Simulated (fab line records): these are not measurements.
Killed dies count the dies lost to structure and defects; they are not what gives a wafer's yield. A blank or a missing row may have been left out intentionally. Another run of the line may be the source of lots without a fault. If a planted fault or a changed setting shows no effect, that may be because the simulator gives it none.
Chamber matching    flow sky130    SKY_FIELD_ISO_CMP_27 on cmp-02 has 4 sister chambers
The step polishes, stops on Si3N4, t overpolish 16 s, target thk 457.8 nm. 8 wafers are shown with their chamber, then 12 later ones without.

== WAFERS, EACH WITH ITS CHAMBER ==
wafer   chamber  motorCurrentA (A)  timeToEndpointS (s)
L087.2  3        14.3               108
L087.3  1        11.7               107
L089.3  2        13.8               109
L090.3  3        13.8               112
L090.5  2        13.5               110
L091.1  0        11.5               114
L091.3  1        12.0               103
L091.6  0        11.7               113

== WAFERS WHOSE CHAMBER IS MISSING ==
wafer   motorCurrentA (A)  timeToEndpointS (s)
L093.1  11.2               117
L093.3  14.6               111
L093.5  11.5               116
L095.1  13.6               112
L095.3  11.0               118
L095.6  11.7               104
L096.1  14.2               114
L096.3  11.4               124
L096.4  13.5               119
L097.1  14.6               110
L097.3  11.9               118
L097.4  13.3               114

== CHAMBER TAKEN BY EACH ==
wafer   from the rows above      in truth
L093.1  0                        0
L093.3  can't be placed: 3 or 2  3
L093.5  0                        0
L095.1  can't be placed: 2 or 3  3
L095.3  0                        0
L095.6  1                        1
L096.1  can't be placed: 3 or 2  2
L096.3  0                        0
L096.4  can't be placed: 2 or 3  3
L097.1  can't be placed: 3 or 2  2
L097.3  0                        0
L097.4  can't be placed: 2 or 3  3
6 of 12 placed correctly. Can't be placed from these rows: 6 (the true chamber is among the candidates in 6). Placed wrongly: 0.
How it was worked out, from the rows above alone: a wafer's distance from a chamber is the root of the sum, over the readings, of the square of ((its reading less the chamber's mean) divided by the reading's scatter). The wafer belongs to the nearest chamber; if the next one is less than 2 further off, it can't be placed. A chamber's mean is the mean of its shown wafers. The scatter is the square root of a quotient: the sum, over the shown wafers, of each reading's squared deviation from its chamber's mean, divided by wafers minus chambers.
